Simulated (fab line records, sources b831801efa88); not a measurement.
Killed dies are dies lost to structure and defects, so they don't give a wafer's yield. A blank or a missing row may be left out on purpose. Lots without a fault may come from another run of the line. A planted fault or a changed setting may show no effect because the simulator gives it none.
fab line records | flow sky130
record lots=7 wafers=21 last_day=49
route steps=708 shown PWDE@48 NWELL@56 PAD_OPEN@708
lots that met no fault: from a run of the same line without faults
start_h: hours from the record's first day to the start of the lot's first wafer shown | wait_h: hours since the lot's step before | " the same as in the row above | L1.1+2: a row that stands for several wafers | - no value, or no start given | * or withheld: withheld | < > ~ a bound
route shown NAME@n: a module of which the file shows steps, and the number in the route of the first | usual: mean/standard deviation of fault-free wafers | same: alike in all rows | chamber/n: place in a boat | sites: the reading at each site | _std_site: their standard deviation | _edge_site: outer sites' mean less inner sites' | radius_mm: how far each site lies from the wafer's centre | mask NAME#n: copy n | behind: the tool/chamber that last shaped the wafer | hold: why the lot was held/for how many hours/how that ended | device: the transistor (n, p or np) that didn't switch | end of line: the same wafers' tests at the end of the route | a step without rows: its recipe alone | killed: dies lost to structure and defects at the first sort, not the wafer's yield | map: a wafer's dies, x killed, . not, _ none there
set.NAME: the setting as run; set.NAME@STEP: as run at that earlier step | model.NAME: the simulator's own value behind a step, which no gauge read
lots at some steps of the route; a table a step, a row a wafer
services: from which hour (start_h, from the record's first day; less than 0 if before it) a tool's chamber was out of use, for how many hours, and why
## steps
# step SKY_PWDE_SOFTBAKE_03
# recipe temp_c=110 time_s=withheld
# step SKY_PWDE_EXPOSE_04
# recipe mask_id=PWDEM na=0.6 source_shape=conventional sigma_outer=0.6 polarization=unpolarized target_cd_nm=840 dose_mj=214
# step SKY_PWDE_PEB_05
# recipe temp_c=115 time_s=withheld
# step SKY_PWDE_DEVELOP_06
# recipe wall_angle_deg=90 developer=TMAH develop_time_s=60 dev_temp_c=23
# step SKY_PWDE_OVL_MEAS_07
# usual PWDE_OVL=0.9/1.5
# columns lot.wafer tool chamber start_h wait_h PWDE_OVL[nm]
L318.2 overlay-01 - 94.55 - 0.6
L318.3 " - " " 0.9
L318.6 " - " " -1.4
L321.1 overlay-01 - 104.59 - 1.7
L321.2 " - " " 2.9
L321.3 " - " " 1.3
L322.1 overlay-02 - 105.20 - 2.7
L322.2 " - " " 2.0
L322.4 " - " " 2.4
L323.1 overlay-01 - 108.60 - -0.1
L323.2 " - " " 2.0
L323.3 " - " " -0.7
L325.1 overlay-01 - 121.50 - -1.8
L325.2 " - " " 0.1
L325.4 " - " " -1.5
L329.1 overlay-02 - 140.80 - 1.2
L329.2 " - " " 0.5
L329.5 " - " " 1.9
L333.2 overlay-01 - 164.75 - -0.4
L333.5 " - " " -0.7
L333.6 " - " " -2.4
# step SKY_PWDE_IMPLANT_08
# recipe species=B energy_kev=150 dose_cm2=3.6e+12 tilt_deg=withheld
# step SKY_PWDE_STRIP_09
# recipe chemistry=O2/N2 power_w=1400 pressure_mtorr=1500 platen_temp_c=withheld o2_flow_sccm=3000 n2_flow_sccm=300 overash_fraction=0.5
# usual drypump_motor_current_A=5.9/0.49 oes_product_au=0.723/0.0049 strip_time_to_endpoint_s=36.98/0.086
# columns lot.wafer tool chamber start_h wait_h drypump_motor_current_A oes_product_au rf_hours_counter_h strip_time_to_endpoint_s
L318.2 plasma_asher-03 0 94.73 0.1 5.5 0.724 28 36.98
L318.3 " 0 " " 5.4 0.718 - 36.99
L318.6 " 1 " " 5.6 0.724 - 37.03
L321.1 plasma_asher-03 1 104.78 0.1 5.6 0.729 29 36.84
L321.2 " 0 " " 5.5 0.731 29 37.02
L321.3 " 1 " " 5.6 0.720 - 37.08
L322.1 plasma_asher-02 0 105.39 0.1 5.4 0.722 42 36.87
L322.2 " 1 " " 6.0 0.727 42 36.91
L322.4 " 1 " " 6.0 0.729 - 36.81
L323.1 plasma_asher-04 0 108.79 0.1 6.3 0.727 41 37.04
L323.2 " 1 " " 6.8 0.722 41 37.23
L323.3 " 1 " " 6.8 0.731 - 37.13
L325.1 plasma_asher-04 0 121.68 0.1 6.3 0.731 43 36.97
L325.2 " 1 " " 6.8 0.724 43 36.94
L325.4 " 0 " " 6.3 0.715 - 37.01
L329.1 plasma_asher-03 0 140.98 0.1 5.5 0.724 33 37.01
L329.2 " 1 " " 5.6 0.720 33 37.04
L329.5 " 0 " " 5.5 0.728 - 37.10
L333.2 plasma_asher-03 0 164.93 0.1 5.5 0.728 35 37.07
L333.5 " 0 " " 5.5 0.728 - 37.12
L333.6 " 1 " " 5.6 0.720 - 37.15
# step SKY_PWDE_TW_MEAS_10
# usual PWDE_TW=375/3.7
# columns lot.wafer tool chamber start_h wait_h PWDE_TW
L318.2 film_metro-02 - 94.84 0.1 375
L318.3 " - " " 378
L318.6 " - " " 376
L321.1 film_metro-02 - 104.88 0.1 375
L321.2 " - " " 374
L321.3 " - " " 374
L322.1 film_metro-03 - 105.49 0.1 372
L322.2 " - " " 371
L322.4 " - " " 373
L323.1 film_metro-03 - 108.89 0.1 373
L323.2 " - " " 372
L323.3 " - " " 373
L325.1 film_metro-03 - 121.78 0.1 374
L325.2 " - " " 372
L325.4 " - " " 376
L329.1 film_metro-01 - 141.08 0.1 377
L329.2 " - " " 379
L329.5 " - " " 379
L333.2 film_metro-03 - 165.04 0.1 370
L333.5 " - " " 369
L333.6 " - " " 373
# step SKY_NWELL_DEHYDRATE_03
# recipe temp_c=200 time_s=60
# step SKY_NWELL_HMDS_04
# recipe prime_time_s=60 prime_temp_c=120
# step SKY_NWELL_COAT_05
# recipe spin_rpm=2000 resist_thk_nm=2947
# step SKY_NWELL_SOFTBAKE_06
# recipe temp_c=110 time_s=withheld
# step SKY_NWELL_EXPOSE_07
# recipe mask_id=NWM na=0.6 source_shape=conventional sigma_outer=0.6 polarization=unpolarized target_cd_nm=840 dose_mj=255
# usual exposure_dose_mJ_cm2=255.06/0.21 focus_offset_nm=0.0/0.61
# same na=0.6 sigma_outer=0.6
# columns lot.wafer tool chamber start_h wait_h mask exposure_dose_mJ_cm2 focus_offset_nm model.NWELL.overlay_x_nm
L318.2 iline_stepper-02 0 104.07 - NWM#0 255.00 0.3 0.06711
L318.3 " 0 " " NWM#0 254.93 0.5 0.06711
L318.6 " 0 " " NWM#0 255.04 -0.6 0.06711
L321.1 iline_stepper-02 0 113.83 - NWM#0 255.40 0.5 -0.005449
L321.2 " 0 " " NWM#0 255.25 0.4 -0.005449
L321.3 " 0 " " NWM#0 255.18 -0.4 -0.005449
L322.1 iline_stepper-02 0 114.15 - NWM#0 254.95 -0.3 289.1
L322.2 " 0 " " NWM#0 255.34 -0.9 289.1
L322.4 " 0 " " NWM#0 255.16 -0.3 289.1
L323.1 iline_stepper-02 0 118.70 - NWM#0 254.85 0.1 288.1
L323.2 " 0 " " NWM#0 255.14 1.2 288.1
L323.3 " 0 " " NWM#0 254.80 -0.9 288.1
L325.1 iline_stepper-02 0 131.52 - NWM#0 255.05 1.8 290
L325.2 " 0 " " NWM#0 254.98 0.1 290
L325.4 " 0 " " NWM#0 255.23 0.0 290
L329.1 iline_stepper-01 0 150.69 - NWM#0 255.07 0.2 -0.1211
L329.2 " 0 " " NWM#0 255.20 -0.1 -0.1211
L329.5 " 0 " " NWM#0 254.94 0.1 -0.1211
L333.2 iline_stepper-01 0 175.32 - NWM#0 255.54 -0.1 -0.1851
L333.5 " 0 " " NWM#0 255.34 0.4 -0.1851
L333.6 " 0 " " NWM#0 255.05 0.3 -0.1851
# step SKY_NWELL_PEB_08
# recipe temp_c=115 time_s=withheld
# step SKY_NWELL_DEVELOP_09
# recipe wall_angle_deg=90 developer=TMAH develop_time_s=60 dev_temp_c=23
# step SKY_NWELL_OVL_MEAS_10
# usual NWELL_00_OVL=-0.7/1.4
# columns lot.wafer tool chamber start_h wait_h NWELL_00_OVL[nm]
L318.2 overlay-01 - 112.86 - -1.6
L318.3 " - " " -1.9
L318.6 " - " " -2.9
L321.1 overlay-02 - 123.79 - -0.6
L321.2 " - " " -1.7
L321.3 " - " " -0.3
L322.1 overlay-01 - 124.14 - 289.8
L322.2 " - " " 289.0
L322.4 " - " " 289.5
L323.1 overlay-01 - 128.20 - 288.6
L323.2 " - " " 286.9
L323.3 " - " " 286.5
L325.1 overlay-01 - 141.09 - 292.1
L325.2 " - " " 290.6
L325.4 " - " " 291.7
L329.1 overlay-01 - 161.40 - -1.0
L329.2 " - " " 0.1
L329.5 " - " " -2.1
L333.2 overlay-01 - 185.86 - -1.5
L333.5 " - " " -1.6
L333.6 " - " " -0.5
# step SKY_NWELL_IMPLANT_11
# recipe species=P energy_kev=400 dose_cm2=1.9e+13 tilt_deg=withheld
# step SKY_PAD_OPEN_PROBE_99
# usual killed_at_M0_to_M3=44/6.7 killed_at_M4_up=3.1/1.8 killed_at_contacts=24/5.1 killed_at_front_end=16/4.7 killed_at_other=0.3/0.59 killed_dies=88/9.6 killed_on_rim=17/3.8 killed_open=48/7.3 killed_short=39/6.5
# same gross_dies=492 killed_at_back_side=0
# columns lot.wafer tool chamber start_h wait_h killed_at_M0_to_M3 killed_at_M4_up killed_at_contacts killed_at_front_end killed_at_other killed_dies killed_on_rim killed_open killed_short
L318.2 prober-01 - 1111.43 0.1 36 3 27 15 0 81 15 43 38
L318.3 prober-01 - 1111.48 0.2 55 3 25 16 1 100 19 55 45
L318.6 prober-01 - 1111.63 0.2 49 5 30 18 0 102 16 49 53
L322.1 prober-02 - 1117.15 0.1 39 3 18 432 0 492 96 35 27
L322.2 prober-02 - 1117.20 0.1 33 4 26 429 0 492 96 39 40
L322.4 prober-02 - 1117.30 0.2 42 3 20 427 0 492 96 42 30
L321.1 prober-01 - 1121.46 0.1 50 1 28 25 0 104 20 55 48
L321.2 prober-01 - 1121.51 0.1 47 2 22 20 0 91 18 55 35
L321.3 prober-01 - 1121.56 0.2 51 3 31 27 0 112 20 64 48
L323.1 prober-02 - 1128.92 0.1 44 1 30 417 0 492 96 47 44
L323.2 prober-02 - 1128.97 0.1 41 6 28 417 0 492 96 42 48
L323.3 prober-02 - 1129.02 0.2 44 4 27 417 0 492 96 50 46
L325.1 prober-02 - 1139.85 0.1 47 7 22 415 1 492 96 56 39
L325.2 prober-02 - 1139.90 0.1 46 3 29 414 0 492 96 55 39
L329.1 prober-02 - 1158.21 0.1 50 1 33 21 0 105 20 49 56
L329.2 prober-02 - 1158.26 0.1 41 1 32 16 1 91 17 47 44
L329.5 prober-02 - 1158.41 0.2 47 2 35 6 0 90 13 60 30
L333.2 prober-02 - 1177.86 0.1 50 3 25 21 0 99 19 59 40
L333.5 prober-02 - 1178.01 0.2 51 3 22 20 0 96 16 53 42
L333.6 prober-02 - 1178.06 0.2 50 5 26 11 1 93 20 52 41
# killed by level:class
L318.2 CONTACT:geometric_particle:open=16 VIA2:geometric_particle:open=7 LI_CONTACT:geometric_particle:open=6 POLY_GATE:geometric_particle:short=5 METAL2:geometric_particle:short=5 VIA2:geometric_particle:short=4 METAL1:geometric_particle:short=4 VIA1:geometric_particle:open=4
L318.3 VIA3:geometric_particle:open=11 VIA2:geometric_particle:open=8 METAL2:geometric_particle:short=8 CONTACT:geometric_particle:short=7 VIA1:geometric_particle:open=7 CONTACT:geometric_particle:open=6 METAL1:geometric_particle:short=6 LI_CONTACT:geometric_particle:open=5
L318.6 VIA1:geometric_particle:open=13 METAL2:geometric_particle:short=10 LI_CONTACT:geometric_particle:open=7 CONTACT:geometric_particle:short=7 CONTACT:geometric_particle:open=6 METAL1:geometric_particle:short=6 VIA2:geometric_particle:open=6 POLY_GATE:geometric_particle:open=5
L322.1 NWELL:overlay=429 CONTACT:geometric_particle:open=9 VIA2:geometric_particle:open=8 VIA1:geometric_particle:short=7 METAL1:geometric_particle:short=7 VIA1:geometric_particle:open=7 LI_CONTACT:geometric_particle:open=4 VIA2:geometric_particle:short=3
L322.2 NWELL:overlay=410 LI_CONTACT:geometric_particle:open=11 VIA1:geometric_particle:open=8 FIELD_ISO:geometric_particle:short=7 CONTACT:geometric_particle:open=7 METAL2:geometric_particle:short=7 CONTACT:geometric_particle:short=5 VIA1:geometric_particle:short=5
L322.4 NWELL:overlay=419 VIA2:geometric_particle:open=10 VIA1:geometric_particle:open=9 LI_CONTACT:geometric_particle:open=8 CONTACT:geometric_particle:open=5 VIA3:geometric_particle:open=5 METAL1:geometric_particle:short=4 METAL2:geometric_particle:short=4
L321.1 VIA1:geometric_particle:open=16 CONTACT:geometric_particle:open=10 VIA3:geometric_particle:open=9 POLY_GATE:geometric_particle:open=8 CONTACT:geometric_particle:short=7 METAL1:geometric_particle:short=6 METAL3:geometric_particle:short=6 FIELD_ISO:geometric_particle:short=5
L321.2 VIA1:geometric_particle:open=12 CONTACT:geometric_particle:open=8 VIA3:geometric_particle:open=8 LI_CONTACT:geometric_particle:open=7 FIELD_ISO:geometric_particle:short=6 METAL2:geometric_particle:short=6 FIELD_ISO:geometric_particle:open=5 VIA1:geometric_particle:short=5
L321.3 CONTACT:geometric_particle:open=10 VIA1:geometric_particle:open=10 VIA3:geometric_particle:open=9 FIELD_ISO:geometric_particle:open=8 POLY_GATE:geometric_particle:open=8 METAL1:geometric_particle:short=7 LOCAL_INTERCONNECT:geometric_particle:short=7 VIA1:geometric_particle:short=7
L323.1 NWELL:overlay=401 CONTACT:geometric_particle:short=9 CONTACT:geometric_particle:open=9 VIA2:geometric_particle:open=8 LI_CONTACT:geometric_particle:open=7 METAL1:geometric_particle:short=7 VIA3:geometric_particle:open=7 VIA2:geometric_particle:short=5
L323.2 NWELL:overlay=401 CONTACT:geometric_particle:open=12 METAL1:geometric_particle:short=8 VIA1:geometric_particle:open=7 CONTACT:geometric_particle:short=6 FIELD_ISO:geometric_particle:open=5 VIA3:geometric_particle:open=5 VIA2:geometric_particle:open=5
L323.3 NWELL:overlay=396 LI_CONTACT:geometric_particle:open=9 METAL1:geometric_particle:short=9 POLY_GATE:geometric_particle:short=8 VIA1:geometric_particle:open=8 LOCAL_INTERCONNECT:geometric_particle:short=7 CONTACT:geometric_particle:open=7 POLY_GATE:geometric_particle:open=6
L325.1 NWELL:overlay=397 VIA1:geometric_particle:open=11 LI_CONTACT:geometric_particle:open=10 VIA2:geometric_particle:open=10 CONTACT:geometric_particle:open=8 VIA1:geometric_particle:short=7 FIELD_ISO:geometric_particle:short=6 FIELD_ISO:geometric_particle:open=5
L325.2 NWELL:overlay=398 LI_CONTACT:geometric_particle:open=12 VIA1:geometric_particle:open=12 CONTACT:geometric_particle:open=8 VIA2:geometric_particle:open=7 METAL2:geometric_particle:short=7 METAL1:geometric_particle:short=6 FIELD_ISO:geometric_particle:short=5
L329.1 METAL1:geometric_particle:short=10 LI_CONTACT:geometric_particle:open=10 LOCAL_INTERCONNECT:geometric_particle:short=8 CONTACT:geometric_particle:open=7 VIA1:geometric_particle:open=7 VIA3:geometric_particle:open=7 POLY_GATE:geometric_particle:short=6 METAL1:geometric_particle:open=6
L329.2 CONTACT:geometric_particle:open=12 VIA1:geometric_particle:open=11 CONTACT:geometric_particle:short=7 LI_CONTACT:geometric_particle:open=6 VIA1:geometric_particle:short=6 FIELD_ISO:geometric_particle:open=5 LI_CONTACT:geometric_particle:short=4 METAL2:geometric_particle:open=4
L329.5 CONTACT:geometric_particle:open=22 VIA1:geometric_particle:open=12 LI_CONTACT:geometric_particle:open=8 VIA1:geometric_particle:short=6 VIA3:geometric_particle:open=6 VIA2:geometric_particle:open=5 POLY_GATE:geometric_particle:short=4 METAL2:geometric_particle:short=4
L333.2 VIA1:geometric_particle:open=22 LI_CONTACT:geometric_particle:open=9 VIA1:geometric_particle:short=8 CONTACT:geometric_particle:short=7 FIELD_ISO:geometric_particle:short=6 FIELD_ISO:geometric_particle:open=6 CONTACT:geometric_particle:open=6 VIA2:geometric_particle:open=5
L333.5 CONTACT:geometric_particle:open=11 VIA1:geometric_particle:open=11 VIA2:geometric_particle:open=7 METAL2:geometric_particle:short=7 VIA3:geometric_particle:short=6 METAL1:geometric_particle:short=5 VIA3:geometric_particle:open=5 CONTACT:geometric_particle:short=4
L333.6 VIA1:geometric_particle:open=12 CONTACT:geometric_particle:open=12 VIA3:geometric_particle:open=7 LI_CONTACT:geometric_particle:open=7 METAL2:geometric_particle:short=6 METAL1:geometric_particle:short=5 FIELD_ISO:geometric_particle:open=4 METAL3:geometric_particle:short=4
# map L322.1 (x killed, . not)
__________xxxxxxxxxx_________
________xxxxxxxxxxxxxx_______
______xxxxxxxxxxxxxxxxxx_____
_____xxxxxxxxxxxxxxxxxxxx____
____xxxxxxxxxxxxxxxxxxxxxx___
___xxxxxxxxxxxxxxxxxxxxxxxx__
__xxxxxxxxxxxxxxxxxxxxxxxxxx_
_xxxxxxxxxxxxxxxxxxxxxxxxxxxx
_xxxxxxxxxxxxxxxxxxxxxxxxxxxx
_xxxxxxxxxxxxxxxxxxxxxxxxxxxx
_xxxxxxxxxxxxxxxxxxxxxxxxxxxx
_xxxxxxxxxxxxxxxxxxxxxxxxxxxx
_xxxxxxxxxxxxxxxxxxxxxxxxxxxx
_xxxxxxxxxxxxxxxxxxxxxxxxxxxx
_xxxxxxxxxxxxxxxxxxxxxxxxxxxx
__xxxxxxxxxxxxxxxxxxxxxxxxxx_
___xxxxxxxxxxxxxxxxxxxxxxxx__
____xxxxxxxxxxxxxxxxxxxxxx___
_____xxxxxxxxxxxxxxxxxxxx____
______xxxxxxxxxxxxxxxxxx_____
________xxxxxxxxxxxxxx_______
__________xxxxxxxxxx_________
# map L323.1 (x killed, . not)
__________xxxxxxxxxx_________
________xxxxxxxxxxxxxx_______
______xxxxxxxxxxxxxxxxxx_____
_____xxxxxxxxxxxxxxxxxxxx____
____xxxxxxxxxxxxxxxxxxxxxx___
___xxxxxxxxxxxxxxxxxxxxxxxx__
__xxxxxxxxxxxxxxxxxxxxxxxxxx_
_xxxxxxxxxxxxxxxxxxxxxxxxxxxx
_xxxxxxxxxxxxxxxxxxxxxxxxxxxx
_xxxxxxxxxxxxxxxxxxxxxxxxxxxx
_xxxxxxxxxxxxxxxxxxxxxxxxxxxx
_xxxxxxxxxxxxxxxxxxxxxxxxxxxx
_xxxxxxxxxxxxxxxxxxxxxxxxxxxx
_xxxxxxxxxxxxxxxxxxxxxxxxxxxx
_xxxxxxxxxxxxxxxxxxxxxxxxxxxx
__xxxxxxxxxxxxxxxxxxxxxxxxxx_
___xxxxxxxxxxxxxxxxxxxxxxxx__
____xxxxxxxxxxxxxxxxxxxxxx___
_____xxxxxxxxxxxxxxxxxxxx____
______xxxxxxxxxxxxxxxxxx_____
________xxxxxxxxxxxxxx_______
__________xxxxxxxxxx_________
## services
# columns tool chamber start_h hours kind
plasma_asher-02 - 108.75 9.0 pm
plasma_asher-02 0 108.75 9.0 vent_cycle
plasma_asher-02 1 108.75 9.0 vent_cycle
plasma_asher-02 - 110.40 1.7 repair
plasma_asher-02 0 117.75 - clean
plasma_asher-02 1 117.75 - clean
iline_stepper-02 0 169.09 - calibration
## key
first_sign step=SKY_NWELL_OVL_MEAS_10 reading=NWELL_00_OVL direction=up sigmas=99+ usual=-0.7 struck=289.4
effect step=SKY_PAD_OPEN_PROBE_99 reading=killed_at_front_end direction=up sigmas=86 usual=16 struck=421
model_effect step=SKY_NWELL_EXPOSE_07 value=NWELL.overlay_x_nm without=0.06267 struck=289.1
more_kills_born_at SKY_NWELL_EXPOSE_07@iline_stepper-02=3251
met_at SKY_NWELL_EXPOSE_07
struck_wafers L322.1,L322.2,L322.4,L323.1,L323.2,L323.3,L325.1,L325.2,L325.4
rows_end L325.4
tester_left_out L322,L323,L325
onset_between 113.83 114.15
fault kind=scanner_matching_overlay tool=iline_stepper-02 chamber=- onset_h=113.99 steps=SKY_NWELL_EXPOSE_07 offset=289.01
# tester_left_out: of these lots the tester's yield and bins aren't shown, on N5 and GAA mostly nor the transistor test; their killed dies are dies lost to structure and defects alone, not to doping, threshold or leakage, so they don't give the yield
# rows_end: these wafers met a further fault down the route, and their rows from its step on are left out
